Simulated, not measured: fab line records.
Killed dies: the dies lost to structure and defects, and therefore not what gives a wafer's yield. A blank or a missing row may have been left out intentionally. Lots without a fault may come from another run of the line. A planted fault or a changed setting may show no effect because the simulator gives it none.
Struck lot and sound lot, side by side ; flow gf180mcu ; 44 steps out of a route of 602
Sound: wafers L813.1, L813.2, L813.4. Struck: wafer L829.1 (left out: L829.3, a lot-mate that was not struck); the cause follows at the end.
Each step with rows lists, per side, the tool, then ch with its chambers, then its first start. Under that, the readings that differ: sound wafers ; struck wafers ; difference of the means ; sigmas: that difference in standard deviations of wafers without a fault.
alike: same words and numbers on both sides, and readings whose means sit less than 2 such deviations apart. not compared: any withheld reading, any reading some wafer has no value for, any bound like >300 that may hide the same value, and any number with overlapping values for which the record gives no deviation.
A row with sigmas, a row that says differs or no value, or rows on one side alone: a step with any of these is where the two part. Non-overlapping numbers with no deviation appear without sigmas and do not part them. A reading missing from all wafers of one side parts the sides only when that side holds two or more wafers.

first, 3 steps without rows for these wafers: GF_CONTACT_CLEAN_20 (cleans in DIW); GF_CONTACT_CLEAN_21 (cleans in dHF, time 20 s); GF_CONTACT_SPUTTER_22 (material Ti, target thk 15 nm, time 80.02 s).
GF_CONTACT_SPUTTER_23: material TiN, target thk 10 nm, time 40 s.
  struck on pvd-sputter-04, day 22 09:31; sound on pvd-sputter-01, day 16 13:16
  alike: throttle-valve-pct
then, 1 step without rows for these wafers: GF_CONTACT_CVD_24 (deposits W, target thk 300 nm, time 90.339 s).
GF_CONTACT_RS_MEAS_25: measures by four-point-probe.
  struck on film-metro-02, day 22 09:39; sound on film-metro-02, day 16 13:25
  alike: CONTACT_W_RS
GF_CONTACT_THK_MEAS_26: measures by xrf.
  struck on film-metro-02, day 22 09:46; sound on film-metro-02, day 16 13:32
  alike: CONTACT_W_THK
GF_CONTACT_CMP_27: polishes, stops on SiO2, t overpolish 15 s, target thk 0 nm.
  sound on cmp-01 ch 0,2,3, day 16 13:38; struck on cmp-02 ch 2, day 22 09:56
  alike: edge-zone-pressure-frac, motor-current-A, overpolish-run-s, time-to-endpoint-s
GF_M1_SPUTTER_00: material Ti, target thk 37.5 nm, time 150 s.
  struck on pvd-sputter-02, day 22 10:08; sound on pvd-sputter-04, day 16 13:53
  alike: throttle-valve-pct
then, 3 steps without rows for these wafers: GF_M1_SPUTTER_01 (material TiN, target thk 30 nm, time 25 s); GF_M1_SPUTTER_02 (material AlCu, target thk 450 nm, time 23.9 s); GF_M1_SPUTTER_03 (material Ti, target thk 10 nm, time 6.7 s).
GF_M1_SPUTTER_04: material TiN, target thk 50 nm, time 41.7 s.
  struck on pvd-sputter-02, day 22 10:19; sound on pvd-sputter-04, day 16 14:04
reading;sound;struck;difference;sigmas
model.TiN_of_M1_SPUTTER_04.thk-nm (nm);50.43 50.32 50.71;35.89;-14.60;
  alike: throttle-valve-pct
GF_M1_RS_MEAS_05: measures by four-point-probe.
  struck on film-metro-01, day 22 10:21; sound on film-metro-04, day 16 14:07
  alike: M1_ALCU_RS
GF_M1_THK_MEAS_06: measures by xrf.
  struck on film-metro-01, day 22 10:28; sound on film-metro-04, day 16 14:14
  alike: M1_ALCU_THK
then, 7 steps without rows for these wafers: GF_M1_DEHYDRATE_07 (time 60 s); GF_M1_HMDS_08 (prime time 60 s); GF_M1_COAT_09 (resist thk 1000 nm); GF_M1_SOFTBAKE_10 (time 60 s); GF_M1_EXPOSE_11 (exposes mask Metal1, target cd 230 nm); GF_M1_PEB_12 (peb time 90 s); GF_M1_DEVELOP_13 (develop time 60 s).
GF_M1_CD_MEAS_14: target cd 230 nm.
  struck on cd-sem-01, day 23 09:15; sound on cd-sem-01, day 17 14:00
  alike: cd-nm
GF_M1_OVL_MEAS_15:
  struck on overlay-02, day 23 09:22; sound on overlay-01, day 17 14:07
  alike: M1_OVL
then, 1 step without rows for these wafers: GF_M1_METAL_ETCH_16 (etches the open film in Cl2/BCl3, stops on SiO2, target depth 750.8 nm, time 125.1 s).
GF_M1_STRIP_17: strips in O2/N2.
  sound on plasma-asher-03 ch 0,1, day 17 14:17; struck on plasma-asher-03 ch 0, day 23 09:32
reading;sound;struck;difference;sigmas
strip-time-to-endpoint-s (s);7.34 7.37 7.31;7.45;+0.11;+2
  alike: drypump-motor-current-A, heater-power-w, oes-product-au
  not compared: rf-hours-counter-h
then, 3 steps without rows for these wafers: GF_M1_STRIP_18 (strips in post etch residue remover, time 1200 s); GF_M1_CLEAN_19 (cleans in DIW); GF_V1_CVD_00 (deposits SiO2, target thk 600 nm, time 100 s).
GF_V1_THK_MEAS_01:
  struck on film-metro-03, day 23 10:10; sound on film-metro-03, day 17 14:56
  alike: V1_CVD_00_THK
then, 1 step without rows for these wafers: GF_V1_CVD_02 (deposits SiO2 from TEOS, target thk 850 nm, time 94.851 s).
GF_V1_THK_MEAS_03:
  struck on film-metro-03, day 23 10:17; sound on film-metro-02, day 17 15:03
  alike: V1_CVD_02_THK
GF_V1_CMP_04: polishes SiO2.
  sound on cmp-01 ch 0,1,2, day 17 15:07; struck on cmp-01 ch 0, day 23 10:21
reading;sound;struck;difference;sigmas
time-to-endpoint-s (s);83 83 97;74;-14;-3
  alike: edge-zone-pressure-frac, motor-current-A
GF_V1_BOW_MEAS_05:
  struck on film-metro-02, day 23 10:39; sound on film-metro-02, day 17 15:25
  alike: V1_BOW
then, 8 steps without rows for these wafers: GF_V1_DEHYDRATE_06 (time 60 s); GF_V1_HMDS_07 (prime time 60 s); GF_V1_COAT_08; GF_V1_COAT_09 (resist thk 1000 nm); GF_V1_SOFTBAKE_10 (time 60 s); GF_V1_EXPOSE_11 (exposes mask Via1, target cd 260 nm); GF_V1_PEB_12 (peb time 90 s); GF_V1_DEVELOP_13 (develop time 60 s).
GF_V1_STRIP_19: strips in post etch residue remover, time 1200 s.
  sound on wet-bench-02 ch 0, day 18 13:32; struck on wet-bench-01 ch 3, day 24 10:02
reading;sound;struck;difference;sigmas
model.TiN_of_M1_SPUTTER_04.thk-nm (nm);49.58 49.47 49.86;35.06;-14.58;
  alike: bath-heat-duty-pct
-- the record jumps here: 9 days lie between the struck wafers' starts before and after (it left off in module V1 and takes up again in module PASSIVATION, whose first step shown is number 602 of the route) --
GF_PASSIVATION_PROBE_99:
  the record has rows for the struck wafers here (prober-01, day 33 18:38) and none for the sound ones

== WHERE THEY PART ==
Earliest at GF_M1_STRIP_17; latest, in this record, at GF_PASSIVATION_PROBE_99.

WHY: what had been put in by the simulator
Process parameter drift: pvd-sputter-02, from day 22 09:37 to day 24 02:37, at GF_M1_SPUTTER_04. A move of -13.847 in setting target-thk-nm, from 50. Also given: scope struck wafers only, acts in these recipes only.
